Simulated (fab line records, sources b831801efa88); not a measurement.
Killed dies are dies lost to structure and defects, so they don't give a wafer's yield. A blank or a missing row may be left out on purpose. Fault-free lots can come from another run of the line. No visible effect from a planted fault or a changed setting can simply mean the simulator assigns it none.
Matching of chambers / flow gf180mcu / GF_V5_CMP_04 on cmp-01 has 4 sister chambers
The step polishes SiO2. 22 wafers are shown with their chamber, then 11 later ones without.

== EACH WAFER AND ITS CHAMBER ==
wafer=L074.2; chamber=0; motor current A (A)=13.2; edge zone pressure frac=0.997
wafer=L074.3; chamber=3; motor current A (A)=11.1; edge zone pressure frac=0.997
wafer=L074.5; chamber=3; motor current A (A)=10.5; edge zone pressure frac=1.002
wafer=L076.1; chamber=0; motor current A (A)=12.7; edge zone pressure frac=0.989
wafer=L076.3; chamber=3; motor current A (A)=10.9; edge zone pressure frac=1.003
wafer=L076.4; chamber=1; motor current A (A)=12.0; edge zone pressure frac=1.004
wafer=L078.3; chamber=2; motor current A (A)=12.6; edge zone pressure frac=0.992
wafer=L078.4; chamber=3; motor current A (A)=10.5; edge zone pressure frac=0.993
wafer=L078.6; chamber=1; motor current A (A)=11.6; edge zone pressure frac=0.989
wafer=L081.1; chamber=0; motor current A (A)=13.0; edge zone pressure frac=0.998
wafer=L081.3; chamber=2; motor current A (A)=12.5; edge zone pressure frac=0.989
wafer=L081.5; chamber=3; motor current A (A)=10.4; edge zone pressure frac=1.005
wafer=L083.2; chamber=2; motor current A (A)=13.0; edge zone pressure frac=1.001
wafer=L083.4; chamber=3; motor current A (A)=10.6; edge zone pressure frac=0.999
wafer=L083.5; chamber=0; motor current A (A)=13.3; edge zone pressure frac=0.994
wafer=L084.2; chamber=3; motor current A (A)=10.2; edge zone pressure frac=1.006
wafer=L084.5; chamber=3; motor current A (A)=10.9; edge zone pressure frac=0.997
wafer=L084.6; chamber=2; motor current A (A)=12.3; edge zone pressure frac=1.005
wafer=L087.2; chamber=0; motor current A (A)=12.7; edge zone pressure frac=1.001
wafer=L087.4; chamber=1; motor current A (A)=11.2; edge zone pressure frac=0.997
wafer=L087.6; chamber=3; motor current A (A)=10.3; edge zone pressure frac=1.003
wafer=L089.3; chamber=1; motor current A (A)=11.8; edge zone pressure frac=1.004

SIGNATURES (means of the wafers above)
reading=motor current A; chamber 0=12.980; chamber 1=11.650; chamber 2=12.600; chamber 3=10.600; scatter within a chamber=0.303
reading=edge zone pressure frac; chamber 0=0.99580; chamber 1=0.99850; chamber 2=0.99675; chamber 3=1.00056; scatter within a chamber=0.00554
Rule: for a wafer and a chamber, the distance is found by dividing, reading by reading, the gap between the wafer's reading and the chamber's mean by the reading's scatter, squaring, summing and taking the root. If the next closest chamber is less than 2 further off than the closest, the wafer can't be placed; otherwise it belongs to the closest. The scatter is the square root of a quotient: the sum, over the shown wafers, of each reading's squared deviation from its chamber's mean, divided by wafers minus chambers.

== WAFERS WHOSE CHAMBER IS MISSING ==
wafer=L089.4; motor current A (A)=13.0; edge zone pressure frac=0.994
wafer=L089.6; motor current A (A)=12.8; edge zone pressure frac=0.995
wafer=L090.2; motor current A (A)=11.2; edge zone pressure frac=1.005
wafer=L090.3; motor current A (A)=10.8; edge zone pressure frac=1.004
wafer=L090.5; motor current A (A)=12.9; edge zone pressure frac=1.006
wafer=L092.1; motor current A (A)=12.9; edge zone pressure frac=1.001
wafer=L092.2; motor current A (A)=11.6; edge zone pressure frac=0.997
wafer=L092.6; motor current A (A)=11.1; edge zone pressure frac=0.995
wafer=L097.3; motor current A (A)=11.4; edge zone pressure frac=0.997
wafer=L097.4; motor current A (A)=13.3; edge zone pressure frac=0.995
wafer=L097.5; motor current A (A)=13.2; edge zone pressure frac=0.999

== EACH ONE'S CHAMBER ==
wafer=L089.4; from the rows above=can't be placed: 0 or 2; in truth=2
wafer=L089.6; from the rows above=can't be placed: 0 or 2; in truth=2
wafer=L090.2; from the rows above=can't be placed: 1 or 3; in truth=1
wafer=L090.3; from the rows above=3; in truth=3
wafer=L090.5; from the rows above=can't be placed: 0 or 2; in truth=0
wafer=L092.1; from the rows above=can't be placed: 0 or 2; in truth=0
wafer=L092.2; from the rows above=1; in truth=1
wafer=L092.6; from the rows above=can't be placed: 1 or 3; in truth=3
wafer=L097.3; from the rows above=can't be placed: 1 or 3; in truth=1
wafer=L097.4; from the rows above=can't be placed: 0 or 2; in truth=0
wafer=L097.5; from the rows above=can't be placed: 0 or 2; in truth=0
Placed correctly: 2 of 11. Cannot be placed on the basis of these rows: 9; the candidates contain the true chamber in 9. 0 placed wrongly.
